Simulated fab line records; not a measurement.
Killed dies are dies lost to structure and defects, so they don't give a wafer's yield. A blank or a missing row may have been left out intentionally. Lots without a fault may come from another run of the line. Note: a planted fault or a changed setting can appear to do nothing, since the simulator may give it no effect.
What tool caused it? -- flow gf180mcu -- 13 lots with 39 wafers sampled at 6 steps, on a route of 602 steps

== WHAT THE GAUGES READ, wafer by wafer ==
GF_POLY_GATE_OVL_MEAS_11. Usual: POLY_GATE_OVL 2 nm, standard deviation 5.
lot,measured,on,POLY_GATE_OVL (nm),flag
L632,day 9 09:14,overlay-01,-3 4 -3,
L634,day 10 01:13,overlay-01,10 13 6,
L635,day 10 07:15,overlay-01,3 8 0,
L636,day 10 14:32,overlay-02,-1 -1 -3,
L638,day 11 06:26,overlay-01,2 1 4,
L639,day 11 14:32,overlay-02,0 2 8,
L642,day 12 10:50,overlay-01,-1 10 4,
L643,day 12 20:33,overlay-02,9 5 10,
L644,day 13 01:46,overlay-01,-9 -5 -2,
L646,day 13 23:00,overlay-01,1 4 2,
L648,day 14 10:56,overlay-02,-5 -1 -2,
L649,day 14 17:16,overlay-01,-6 -8 -2,
L652,day 15 20:04,overlay-02,-3 0 0,

GF_HV_LDD_CD_MEAS_19 targets a cd of 400 nm. Usual: cd nm 398.4 nm, standard deviation 2.3.
lot,measured,on,cd nm (nm),flag
L632,day 10 21:46,cd sem-01,401.0 399.0 397.2,
L634,day 11 16:10,cd sem-01,395.6 396.7 395.7,
L635,day 11 22:32,cd sem-02,399.0 397.3 397.3,
L636,day 12 05:40,cd sem-02,399.5 397.7 400.5,
L638,day 12 22:50,cd sem-02,397.6 394.5 397.0,
L639,day 13 07:04,cd sem-02,399.8 396.4 396.9,
L642,day 14 05:28,cd sem-02,400.3 399.8 403.4,
L643,day 14 15:35,cd sem-01,396.8 399.9 397.9,
L644,day 14 21:03,cd sem-02,397.5 395.6 395.0,
L646,day 15 20:47,cd sem-01,395.8 395.3 397.0,
L648,day 16 08:16,cd sem-01,394.3 396.4 394.0,
L649,day 16 14:23,cd sem-01,397.5 401.2 399.0,
L652,day 17 19:01,cd sem-02,401.4 401.9 401.9,

GF_HV_LDD_TW_MEAS_38. Usual: HV_LDD_3_TW 1448, standard deviation 7.8.
lot,measured,on,HV_LDD_3_TW,flag
L632,day 11 16:45,film metro-04,1445 1448 1439,
L634,day 12 12:28,film metro-04,1449 1451 1454,
L635,day 12 18:49,film metro-04,1446 1453 1443,
L636,day 13 02:28,film metro-04,1451 1456 1464,
L638,day 13 20:35,film metro-03,1458 1448 1459,
L639,day 14 04:58,film metro-02,1435 1431 1439,
L642,day 15 04:11,film metro-02,1430 1440 1441,
L643,day 15 13:52,film metro-04,1455 1451 1445,
L644,day 15 19:28,film metro-03,1461 1460 1462,
L646,day 16 20:26,film metro-03,1460 1455 1463,
L648,day 17 07:32,film metro-03,1487 1482 1488,OFF
L649,day 17 14:37,film metro-03,1482 1475 1496,OFF
L652,day 18 19:28,film metro-04,1451 1449 1444,

GF_HV_LDD_RS_MEAS_53: the measuring method here is four-point-probe. Usual: HV_LDD_RS 418.6 ohm/sq, standard deviation 1.
lot,measured,on,HV_LDD_RS (ohm/sq),flag
L632,day 12 12:26,film metro-02,419.1 420.5 419.4,
L634,day 13 08:56,film metro-02,418.2 416.7 417.4,
L635,day 13 14:34,film metro-03,417.5 417.2 417.8,
L636,day 13 23:04,film metro-04,418.1 418.0 416.7,
L638,day 14 17:26,film metro-03,418.8 419.8 419.6,
L639,day 15 03:05,film metro-02,418.5 418.0 417.4,
L642,day 16 02:44,film metro-02,419.8 419.7 419.8,
L643,day 16 12:06,film metro-02,419.7 418.7 419.2,
L644,day 16 18:11,film metro-02,418.3 418.8 419.8,
L646,day 17 19:55,film metro-03,418.7 418.2 417.8,
L648,day 18 07:23,film metro-04,413.3 413.6 413.1,OFF
L649,day 18 14:08,film metro-04,411.5 412.0 410.5,OFF
L652,day 19 20:08,film metro-03,418.6 417.7 417.9,

GF_NSD_OVL_MEAS_08. Usual: NSD_OVL -0.3 nm, standard deviation 1.4.
lot,measured,on,NSD_OVL (nm),flag
L632,day 13 10:54,overlay-01,0.4 0.7 0.4,
L634,day 14 09:47,overlay-02,-2.3 0.1 -2.8,
L635,day 14 14:33,overlay-01,-1.7 -2.5 -1.2,
L636,day 14 23:08,overlay-02,-3.1 0.4 -1.1,
L638,day 15 17:48,overlay-01,0.2 0.7 0.5,
L639,day 16 03:32,overlay-01,1.8 0.1 -0.1,
L642,day 17 03:39,overlay-02,0.2 -1.3 -2.0,
L643,day 17 12:57,overlay-02,-2.5 -2.3 -3.0,
L644,day 17 20:20,overlay-01,-0.3 -1.2 -1.3,
L646,day 18 23:39,overlay-02,-0.8 1.5 1.7,
L648,day 19 10:08,overlay-02,-1.5 -1.3 -1.4,
L649,day 19 17:25,overlay-02,0.4 -1.0 1.5,
L652,day 20 23:05,overlay-01,-1.7 -2.9 0.2,

== EACH LOT AND THE TOOL THAT RAN IT (in order: tool; ch and the chambers of the sampled wafers; start) ==
lot,GF_HV_LDD_IMPLANT_36
L632,"implanter-02 ch 0, day 11 16:33"
L634,"implanter-04 ch 0, day 12 12:13"
L635,"implanter-01 ch 0, day 12 18:35"
L636,"implanter-02 ch 0, day 13 02:14"
L638,"implanter-01 ch 0, day 13 20:22"
L639,"implanter-04 ch 0, day 14 04:43"
L642,"implanter-04 ch 0, day 15 03:59"
L643,"implanter-02 ch 0, day 15 13:38"
L644,"implanter-04 ch 0, day 15 19:13"
L646,"implanter-04 ch 0, day 16 20:12"
L648,"implanter-04 ch 0, day 17 07:18"
L649,"implanter-04 ch 0, day 17 14:22"
L652,"implanter-01 ch 0, day 18 19:13"
- GF_HV_LDD_IMPLANT_36

== WHAT THE TOOLS THEMSELVES READ (means of the sampled wafers that have a number; where no wafer has one, the mark that the record gives instead) ==
GF_HV_LDD_IMPLANT_36. Usual: dose ions cm2 7.501e+12, standard deviation 9e+09; faraday current uA 42.3, standard deviation 0.85.
lot,tool,dose ions cm2,faraday current uA,flag
L632,implanter-02,7.501e+12,41.8,
L634,implanter-04,7.495e+12,42.7,
L635,implanter-01,7.497e+12,42.1,
L636,implanter-02,7.494e+12,42.1,
L638,implanter-01,7.514e+12,42.8,
L639,implanter-04,7.498e+12,42.8,
L642,implanter-04,7.490e+12,42.5,
L643,implanter-02,7.507e+12,41.7,
L644,implanter-04,7.506e+12,42.6,
L646,implanter-04,7.501e+12,41.7,
L648,implanter-04,9.627e+12,55.0,OFF
L649,implanter-04,9.638e+12,54.8,OFF
L652,implanter-01,7.487e+12,41.6,

== THE ANSWER, worked out from the rows above alone ==
Rule: take the mean of a lot's wafers that have a number; if it is more than 3 standard deviations from the usual mean, the lot is off. A lot without any number at a reading at which 4 lots or more have one is off too. Where the step has rows for the other lots, those lots are counted as sound. The gauges are gone through in route order, then the tools' own readings, and for those a lot's mean is taken as printed above. At the first step where some lot is off, the reading lying furthest off is the one used; lots without a number count as furthest.
Off: L648, L649, at GF_HV_LDD_TW_MEAS_38 (HV_LDD_3_TW).
A tool fits if, at a process step before that reading, it ran every lot that is off, and no sound lot after the first of them. The gauges at GF_HV_LDD_TW_MEAS_38 aren't tried: what is off there is off at GF_HV_LDD_RS_MEAS_53 too, on other tools, and a gauge's error can't cause that. One fits: implanter-04 at GF_HV_LDD_IMPLANT_36. A fault onset in the window from L646 (day 16 20:12, its last sound lot) to L648 (day 17 07:18, its first lot off) fits.
The tool's own readings at GF_HV_LDD_IMPLANT_36 bear it out: on the lots that are off they differ by more than 5 times the standard deviation of the sound lots' means. dose ions cm2 reads 9.632e+12 there against 7.499e+12 on the sound lots; faraday current uA reads 54.9 there against 42.2 on the sound lots.

== WHAT HAD BEEN PUT IN BY THE SIMULATOR ==
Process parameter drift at GF_HV_LDD_IMPLANT_36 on implanter-04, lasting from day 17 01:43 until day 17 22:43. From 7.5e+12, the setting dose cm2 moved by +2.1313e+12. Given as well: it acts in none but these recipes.
Shown lots that were struck: L648, L649. This agrees with what the rule above found.
